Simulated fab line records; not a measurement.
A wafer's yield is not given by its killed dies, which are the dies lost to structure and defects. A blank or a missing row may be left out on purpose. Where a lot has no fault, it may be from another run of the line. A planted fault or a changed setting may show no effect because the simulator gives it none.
What tool caused it? || flow gf180mcu || 42 wafers from 14 lots sampled at 4 of the route's 602 steps

WHAT THE GAUGES READ, wafer by wafer
GF_M3_OVL_MEAS_15.
{"lot": "L265", "measured": "day 20 21:50", "on": "overlay-01", "M3_OVL (nm)": "1 0 0"}
{"lot": "L267", "measured": "day 21 13:05", "on": "overlay-01", "M3_OVL (nm)": "16 11 5"}
{"lot": "L268", "measured": "day 22 04:29", "on": "overlay-01", "M3_OVL (nm)": "-2 -5 -4"}
{"lot": "L270", "measured": "day 22 15:51", "on": "overlay-01", "M3_OVL (nm)": "6 8 1"}
{"lot": "L271", "measured": "day 23 07:29", "on": "overlay-01", "M3_OVL (nm)": "-12 -11 -17"}
{"lot": "L272", "measured": "day 23 12:53", "on": "overlay-02", "M3_OVL (nm)": "3 8 -6"}
{"lot": "L274", "measured": "day 24 20:47", "on": "overlay-01", "M3_OVL (nm)": "5 6 8"}
{"lot": "L275", "measured": "day 25 01:08", "on": "overlay-01", "M3_OVL (nm)": "-5 4 -1"}
{"lot": "L276", "measured": "day 25 18:48", "on": "overlay-01", "M3_OVL (nm)": "7 -2 2"}
{"lot": "L279", "measured": "day 26 13:41", "on": "overlay-02", "M3_OVL (nm)": "7 -3 1"}
{"lot": "L284", "measured": "day 28 03:05", "on": "overlay-01", "M3_OVL (nm)": "-2 4 -6"}
{"lot": "L285", "measured": "day 28 07:32", "on": "overlay-02", "M3_OVL (nm)": "1 1 -1"}
{"lot": "L287", "measured": "day 28 13:23", "on": "overlay-02", "M3_OVL (nm)": "7 3 4"}
{"lot": "L286", "measured": "day 28 16:12", "on": "overlay-02", "M3_OVL (nm)": "4 8 6"}

EACH LOT AND THE TOOL THAT RAN IT (in order: tool; ch and the chambers of the sampled wafers; start)
{"lot": "L265", "GF_VT_IMPLANT_IMPLANT_30": "implanter-02 ch 0, day 6 16:01", "GF_M2_METAL_ETCH_16": "rie metal-01 ch 0,1, day 18 18:34", "GF_M3_SPUTTER_03": "pvd sputter-01, day 19 21:53"}
{"lot": "L267", "GF_VT_IMPLANT_IMPLANT_30": "implanter-04 ch 0, day 7 05:16", "GF_M2_METAL_ETCH_16": "rie metal-02 ch 0,1, day 19 10:52", "GF_M3_SPUTTER_03": "pvd sputter-03, day 20 13:17"}
{"lot": "L268", "GF_VT_IMPLANT_IMPLANT_30": "implanter-04 ch 0, day 7 10:23", "GF_M2_METAL_ETCH_16": "rie metal-02 ch 1, day 20 02:31", "GF_M3_SPUTTER_03": "pvd sputter-03, day 21 04:53"}
{"lot": "L270", "GF_VT_IMPLANT_IMPLANT_30": "implanter-04 ch 0, day 7 22:46", "GF_M2_METAL_ETCH_16": "rie metal-02 ch 1, day 20 13:13", "GF_M3_SPUTTER_03": "pvd sputter-01, day 21 16:24"}
{"lot": "L271", "GF_VT_IMPLANT_IMPLANT_30": "implanter-04 ch 0, day 8 05:38", "GF_M2_METAL_ETCH_16": "rie metal-03 ch 0,1, day 21 06:07", "GF_M3_SPUTTER_03": "pvd sputter-04, day 22 08:26"}
{"lot": "L272", "GF_VT_IMPLANT_IMPLANT_30": "implanter-01 ch 0, day 8 14:11", "GF_M2_METAL_ETCH_16": "rie metal-01 ch 0,1, day 21 12:04", "GF_M3_SPUTTER_03": "pvd sputter-03, day 22 13:59"}
{"lot": "L274", "GF_VT_IMPLANT_IMPLANT_30": "implanter-04 ch 0, day 9 16:26", "GF_M2_METAL_ETCH_16": "rie metal-01 ch 0,1, day 22 20:52", "GF_M3_SPUTTER_03": "pvd sputter-03, day 23 22:17"}
{"lot": "L275", "GF_VT_IMPLANT_IMPLANT_30": "implanter-02 ch 0, day 9 16:57", "GF_M2_METAL_ETCH_16": "rie metal-01 ch 0,1, day 23 01:31", "GF_M3_SPUTTER_03": "pvd sputter-03, day 24 03:12"}
{"lot": "L276", "GF_VT_IMPLANT_IMPLANT_30": "implanter-02 ch 0, day 10 07:17", "GF_M2_METAL_ETCH_16": "rie metal-01 ch 0, day 23 20:14", "GF_M3_SPUTTER_03": "pvd sputter-04, day 24 20:47"}
{"lot": "L279", "GF_VT_IMPLANT_IMPLANT_30": "implanter-04 ch 0, day 10 22:38", "GF_M2_METAL_ETCH_16": "rie metal-02 ch 0, day 24 15:46", "GF_M3_SPUTTER_03": "pvd sputter-01, day 25 16:47"}
{"lot": "L284", "GF_VT_IMPLANT_IMPLANT_30": "implanter-02 ch 0, day 12 10:11", "GF_M2_METAL_ETCH_16": "rie metal-03 ch 0,1, day 26 07:04", "GF_M3_SPUTTER_03": "pvd sputter-04, day 27 07:21"}
{"lot": "L285", "GF_VT_IMPLANT_IMPLANT_30": "implanter-02 ch 0, day 12 11:29", "GF_M2_METAL_ETCH_16": "rie metal-02 ch 0,1, day 26 12:34", "GF_M3_SPUTTER_03": "pvd sputter-03, day 27 11:52"}
{"lot": "L287", "GF_VT_IMPLANT_IMPLANT_30": "implanter-01 ch 0, day 12 19:38", "GF_M2_METAL_ETCH_16": "rie metal-01 ch 0,1, day 26 18:46", "GF_M3_SPUTTER_03": "pvd sputter-03, day 27 17:47"}
{"lot": "L286", "GF_VT_IMPLANT_IMPLANT_30": "implanter-02 ch 0, day 12 21:11", "GF_M2_METAL_ETCH_16": "rie metal-02 ch 0,1, day 26 22:13", "GF_M3_SPUTTER_03": "pvd sputter-03, day 27 20:29"}
- GF_VT_IMPLANT_IMPLANT_30
- GF_M2_METAL_ETCH_16: etches the open film in Cl2/BCl3, stops on SiO2, target depth 750.8 nm, time 125.1 s.
- GF_M3_SPUTTER_03: material Ti, target thk 10 nm, time 6.7 s.

AS READ BY THE TOOLS THEMSELVES (means over the sampled wafers that have a number; for cases with no such wafer, the mark the record gives instead)
GF_VT_IMPLANT_IMPLANT_30.
{"lot": "L265", "tool": "implanter-02", "beam energy keV": 25.008}
{"lot": "L267", "tool": "implanter-04", "beam energy keV": 25.002}
{"lot": "L268", "tool": "implanter-04", "beam energy keV": 25.004}
{"lot": "L270", "tool": "implanter-04", "beam energy keV": 25.006}
{"lot": "L271", "tool": "implanter-04", "beam energy keV": 24.995}
{"lot": "L272", "tool": "implanter-01", "beam energy keV": 24.992}
{"lot": "L274", "tool": "implanter-04", "beam energy keV": 24.987}
{"lot": "L275", "tool": "implanter-02", "beam energy keV": 25.008}
{"lot": "L276", "tool": "implanter-02", "beam energy keV": 25.003}
{"lot": "L279", "tool": "implanter-04", "beam energy keV": 24.999}
{"lot": "L284", "tool": "implanter-02", "beam energy keV": 26.151}
{"lot": "L285", "tool": "implanter-02", "beam energy keV": 26.144}
{"lot": "L287", "tool": "implanter-01", "beam energy keV": 24.997}
{"lot": "L286", "tool": "implanter-02", "beam energy keV": 26.138}

GF_M2_METAL_ETCH_16.
{"lot": "L265", "tool": "rie metal-01", "chamber pressure mTorr (mTorr)": 8.003, "drypump motor current A (A)": 6.04, "oes product au (a.u.)": 0.982, "throttle valve pct (%)": 28.236}
{"lot": "L267", "tool": "rie metal-02", "chamber pressure mTorr (mTorr)": 7.994, "drypump motor current A (A)": 5.92, "oes product au (a.u.)": 0.995, "throttle valve pct (%)": 28.231}
{"lot": "L268", "tool": "rie metal-02", "chamber pressure mTorr (mTorr)": 7.991, "drypump motor current A (A)": 5.45, "oes product au (a.u.)": 0.989, "throttle valve pct (%)": 28.232}
{"lot": "L270", "tool": "rie metal-02", "chamber pressure mTorr (mTorr)": 8.000, "drypump motor current A (A)": 5.46, "oes product au (a.u.)": 0.992, "throttle valve pct (%)": 28.221}
{"lot": "L271", "tool": "rie metal-03", "chamber pressure mTorr (mTorr)": 7.998, "drypump motor current A (A)": 6.17, "oes product au (a.u.)": 0.987, "throttle valve pct (%)": 28.229}
{"lot": "L272", "tool": "rie metal-01", "chamber pressure mTorr (mTorr)": 8.002, "drypump motor current A (A)": 5.99, "oes product au (a.u.)": 0.985, "throttle valve pct (%)": 28.230}
{"lot": "L274", "tool": "rie metal-01", "chamber pressure mTorr (mTorr)": 8.009, "drypump motor current A (A)": 5.99, "oes product au (a.u.)": 0.987, "throttle valve pct (%)": 28.243}
{"lot": "L275", "tool": "rie metal-01", "chamber pressure mTorr (mTorr)": 8.003, "drypump motor current A (A)": 5.99, "oes product au (a.u.)": 0.992, "throttle valve pct (%)": 28.233}
{"lot": "L276", "tool": "rie metal-01", "chamber pressure mTorr (mTorr)": 7.996, "drypump motor current A (A)": 6.06, "oes product au (a.u.)": 0.987, "throttle valve pct (%)": 28.234}
{"lot": "L279", "tool": "rie metal-02", "chamber pressure mTorr (mTorr)": 8.002, "drypump motor current A (A)": 6.17, "oes product au (a.u.)": 0.987, "throttle valve pct (%)": 28.233}
{"lot": "L284", "tool": "rie metal-03", "chamber pressure mTorr (mTorr)": 7.999, "drypump motor current A (A)": 6.18, "oes product au (a.u.)": 0.983, "throttle valve pct (%)": 28.242}
{"lot": "L285", "tool": "rie metal-02", "chamber pressure mTorr (mTorr)": 8.004, "drypump motor current A (A)": 5.70, "oes product au (a.u.)": 0.993, "throttle valve pct (%)": 28.234}
{"lot": "L287", "tool": "rie metal-01", "chamber pressure mTorr (mTorr)": 8.007, "drypump motor current A (A)": 5.99, "oes product au (a.u.)": 0.982, "throttle valve pct (%)": 28.236}
{"lot": "L286", "tool": "rie metal-02", "chamber pressure mTorr (mTorr)": 8.001, "drypump motor current A (A)": 5.94, "oes product au (a.u.)": 0.989, "throttle valve pct (%)": 28.239}

GF_M3_SPUTTER_03.
{"lot": "L265", "tool": "pvd sputter-01", "chamber pressure pa (Pa)": 0.2998, "throttle valve pct (%)": 30.1}
{"lot": "L267", "tool": "pvd sputter-03", "chamber pressure pa (Pa)": 0.2995, "throttle valve pct (%)": 29.9}
{"lot": "L268", "tool": "pvd sputter-03", "chamber pressure pa (Pa)": 0.3000, "throttle valve pct (%)": 28.9}
{"lot": "L270", "tool": "pvd sputter-01", "chamber pressure pa (Pa)": 0.2999, "throttle valve pct (%)": 29.2}
{"lot": "L271", "tool": "pvd sputter-04", "chamber pressure pa (Pa)": 0.3002, "throttle valve pct (%)": 28.9}
{"lot": "L272", "tool": "pvd sputter-03", "chamber pressure pa (Pa)": 0.3002, "throttle valve pct (%)": 29.6}
{"lot": "L274", "tool": "pvd sputter-03", "chamber pressure pa (Pa)": 0.3002, "throttle valve pct (%)": 29.5}
{"lot": "L275", "tool": "pvd sputter-03", "chamber pressure pa (Pa)": 0.2999, "throttle valve pct (%)": 30.0}
{"lot": "L276", "tool": "pvd sputter-04", "chamber pressure pa (Pa)": 0.3000, "throttle valve pct (%)": 30.4}
{"lot": "L279", "tool": "pvd sputter-01", "chamber pressure pa (Pa)": 0.3005, "throttle valve pct (%)": 31.7}
{"lot": "L284", "tool": "pvd sputter-04", "chamber pressure pa (Pa)": 0.2993, "throttle valve pct (%)": 30.1}
{"lot": "L285", "tool": "pvd sputter-03", "chamber pressure pa (Pa)": 0.3003, "throttle valve pct (%)": 29.5}
{"lot": "L287", "tool": "pvd sputter-03", "chamber pressure pa (Pa)": 0.2996, "throttle valve pct (%)": 28.7}
{"lot": "L286", "tool": "pvd sputter-03", "chamber pressure pa (Pa)": 0.3003, "throttle valve pct (%)": 28.8}

THE ANSWER, worked out from the rows above alone
Rule: the usual values come from the lots themselves. Put in order of their means at a reading, lots are off if they are a third of the lots or fewer, leave a main group of 4 or more, and stand apart from it by a gap of 3 or more times the standard deviation of the main group's means; of several such gaps the widest counts. If all means in a main group match to the digits the tables above print for the reading, that group is not used. A lot without any number at a reading at which 4 lots or more have one is off too. Any other lot the step has rows for is counted as sound. After the gauges, taken in route order, come the tools' own readings; for these a lot's mean is taken, as printed above. At the first step where some lot is off, the reading lying furthest off is the one used; lots without a number count as furthest.
Off: L284, L285, L286, at GF_VT_IMPLANT_IMPLANT_30 (beam energy keV). Main group: mean 25.000, sd 0.0065.
If a tool, at that step or one of the process steps before it, ran each lot that is off and ran no sound lot following the first of them, it fits. One fits: implanter-02 at GF_VT_IMPLANT_IMPLANT_30. A fault onset in the window from L276 (day 10 07:17, its last sound lot) to L284 (day 12 10:11, its first lot off) fits.
On the lots that are off, the tool's own readings at GF_VT_IMPLANT_IMPLANT_30 differ by more than 5 times the standard deviation of the sound lots' means, which bears it out; beam energy keV reads 26.144 there versus 25.000 on the sound lots.

WHAT HAD BEEN PUT IN BY THE SIMULATOR
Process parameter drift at GF_VT_IMPLANT_IMPLANT_30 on implanter-02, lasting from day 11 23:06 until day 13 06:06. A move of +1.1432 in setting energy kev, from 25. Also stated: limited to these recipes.
Struck lots among those shown: L284, L285, L286. Same finding as the rule above.
